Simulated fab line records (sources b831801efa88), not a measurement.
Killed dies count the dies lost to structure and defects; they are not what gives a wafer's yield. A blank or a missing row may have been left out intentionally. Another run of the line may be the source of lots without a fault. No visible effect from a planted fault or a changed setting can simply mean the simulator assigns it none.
Chamber matching || flow gf180mcu || GF_V4_CVD_02 on pecvd-04: 3 sister chambers
The step deposits SiO2 from TEOS, target thk 850 nm, time 94.851 s. 22 wafers are shown with their chamber, then 11 later ones without.

== WAFERS, EACH WITH ITS CHAMBER ==
{"wafer": "L076.1", "chamber": 2, "heater-power-w (W)": 739}
{"wafer": "L076.4", "chamber": 2, "heater-power-w (W)": 612}
{"wafer": "L076.6", "chamber": 0, "heater-power-w (W)": 744}
{"wafer": "L079.1", "chamber": 0, "heater-power-w (W)": 784}
{"wafer": "L079.2", "chamber": 1, "heater-power-w (W)": 587}
{"wafer": "L079.3", "chamber": 2, "heater-power-w (W)": 714}
{"wafer": "L079.4", "chamber": 0, "heater-power-w (W)": 649}
{"wafer": "L079.5", "chamber": 2, "heater-power-w (W)": 760}
{"wafer": "L079.6", "chamber": 1, "heater-power-w (W)": 621}
{"wafer": "L081.1", "chamber": 2, "heater-power-w (W)": 748}
{"wafer": "L081.2", "chamber": 0, "heater-power-w (W)": 764}
{"wafer": "L081.3", "chamber": 1, "heater-power-w (W)": 609}
{"wafer": "L081.4", "chamber": 2, "heater-power-w (W)": 603}
{"wafer": "L081.5", "chamber": 0, "heater-power-w (W)": 808}
{"wafer": "L081.6", "chamber": 1, "heater-power-w (W)": 646}
{"wafer": "L084.1", "chamber": 0, "heater-power-w (W)": 751}
{"wafer": "L084.2", "chamber": 1, "heater-power-w (W)": 604}
{"wafer": "L084.6", "chamber": 1, "heater-power-w (W)": 622}
{"wafer": "L085.1", "chamber": 0, "heater-power-w (W)": 769}
{"wafer": "L085.3", "chamber": 2, "heater-power-w (W)": 666}
{"wafer": "L085.6", "chamber": 1, "heater-power-w (W)": 623}
{"wafer": "L086.1", "chamber": 0, "heater-power-w (W)": 651}

SIGNATURES, as means of the wafers listed above
{"reading": "heater-power-w", "chamber 0": 740.00, "chamber 1": 616.00, "chamber 2": 691.71, "scatter within a chamber": 52.2}
Rule: distance of a wafer from a chamber = root of the sum over the readings of ((wafer's reading minus chamber's mean) / reading's scatter) squared. If the next closest chamber is less than 2 further off than the closest, the wafer can't be placed; otherwise it belongs to the closest. The scatter is the square root of a quotient: the sum, over the shown wafers, of each reading's squared deviation from its chamber's mean, divided by wafers minus chambers.

== WAFERS WHOSE CHAMBER IS MISSING ==
{"wafer": "L086.4", "heater-power-w (W)": 600}
{"wafer": "L086.6", "heater-power-w (W)": 734}
{"wafer": "L092.1", "heater-power-w (W)": 769}
{"wafer": "L092.2", "heater-power-w (W)": 627}
{"wafer": "L092.3", "heater-power-w (W)": 697}
{"wafer": "L092.4", "heater-power-w (W)": 727}
{"wafer": "L092.5", "heater-power-w (W)": 651}
{"wafer": "L092.6", "heater-power-w (W)": 591}
{"wafer": "L094.1", "heater-power-w (W)": 695}
{"wafer": "L094.2", "heater-power-w (W)": 696}
{"wafer": "L094.3", "heater-power-w (W)": 555}

== WHICH CHAMBER EACH WENT THROUGH ==
{"wafer": "L086.4", "from the rows above": "can't be placed: 1 or 2", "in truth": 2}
{"wafer": "L086.6", "from the rows above": "can't be placed: 0 or 2", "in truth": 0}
{"wafer": "L092.1", "from the rows above": "can't be placed: 0 or 2", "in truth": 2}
{"wafer": "L092.2", "from the rows above": "can't be placed: 1 or 2 or 0", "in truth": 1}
{"wafer": "L092.3", "from the rows above": "can't be placed: 2 or 0 or 1", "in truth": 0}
{"wafer": "L092.4", "from the rows above": "can't be placed: 0 or 2 or 1", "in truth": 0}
{"wafer": "L092.5", "from the rows above": "can't be placed: 1 or 2 or 0", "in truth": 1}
{"wafer": "L092.6", "from the rows above": "can't be placed: 1 or 2", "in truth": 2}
{"wafer": "L094.1", "from the rows above": "can't be placed: 2 or 0 or 1", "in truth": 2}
{"wafer": "L094.2", "from the rows above": "can't be placed: 2 or 0 or 1", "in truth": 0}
{"wafer": "L094.3", "from the rows above": "can't be placed: 1 or 2", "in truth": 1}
0 of 11 placed correctly. Unplaceable from these rows: 11, with the true chamber sitting among the candidates in 11. Placed wrongly: 0.
